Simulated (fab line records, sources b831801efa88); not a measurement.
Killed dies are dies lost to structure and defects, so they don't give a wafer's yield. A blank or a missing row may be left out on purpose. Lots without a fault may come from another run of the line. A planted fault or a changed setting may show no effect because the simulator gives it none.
Which tool did it? | flow sky130 | 6 lots, 18 wafers sampled, at 2 steps of a route of 708

WHAT THE GAUGES READ, wafer by wafer
SKY_NWELL_OVL_MEAS_23.
lot  | measured     | on         | NWELL_01_OVL (nm)
L613 | day 5 18:07  | overlay-01 | 0.4 1.5 2.3
L615 | day 6 08:01  | overlay-02 | -0.6 0.0 0.6
L620 | day 7 13:54  | overlay-01 | -94.7 -96.0 -95.8
L623 | day 8 00:33  | overlay-02 | -91.2 -91.6 -90.5
L629 | day 9 23:40  | overlay-02 | 3.3 1.8 1.2
L632 | day 10 11:28 | overlay-02 | 1.4 -0.9 -1.3

WHICH TOOL RAN EACH LOT (tool, then ch and the chambers of the sampled wafers, then the start)
lot  | SKY_NWELL_EXPOSE_20
L613 | iline_stepper-01 ch 0, day 5 08:43
L615 | iline_stepper-02 ch 0, day 5 23:37
L620 | iline_stepper-01 ch 0, day 7 04:02
L623 | iline_stepper-01 ch 0, day 7 15:08
L629 | iline_stepper-02 ch 0, day 9 13:10
L632 | iline_stepper-02 ch 0, day 10 00:55
- SKY_NWELL_EXPOSE_20: exposes mask NWM COMPLEMENT, target cd 840 nm.

THE ANSWER, worked out from the rows above alone
Rule: what is usual is taken from the lots themselves. Put in order of their means at a reading, lots are off if they are a third of the lots or fewer, leave a main group of 4 or more, and stand apart from it by a gap of 3 or more times the standard deviation of the main group's means; of several such gaps the widest counts. A main group whose means are all the same, to the digits that the tables above print for the reading, isn't used. A lot without any number at a reading at which 4 lots or more have one is off too. The other lots that the step has rows for count as sound.
Off: L620, L623, at SKY_NWELL_OVL_MEAS_23 (NWELL_01_OVL). The main group: mean 0.8 nm, standard deviation 0.98.
A tool fits if, at a process step before that reading, it ran every lot that is off, and no sound lot after the first of them. The gauges at SKY_NWELL_OVL_MEAS_23 are tried like those tools. One fits: iline_stepper-01 at SKY_NWELL_EXPOSE_20. Its last sound lot is L613 (day 5 08:43), its first lot that is off L620 (day 7 04:02): a fault that began between those two fits.

WHAT THE SIMULATOR HAD PUT IN
Scanner matching overlay: iline_stepper-01, from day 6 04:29 on, at SKY_NWELL_EXPOSE_20. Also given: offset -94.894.
Lots struck among those shown: L620, L623. The rule above found the same.
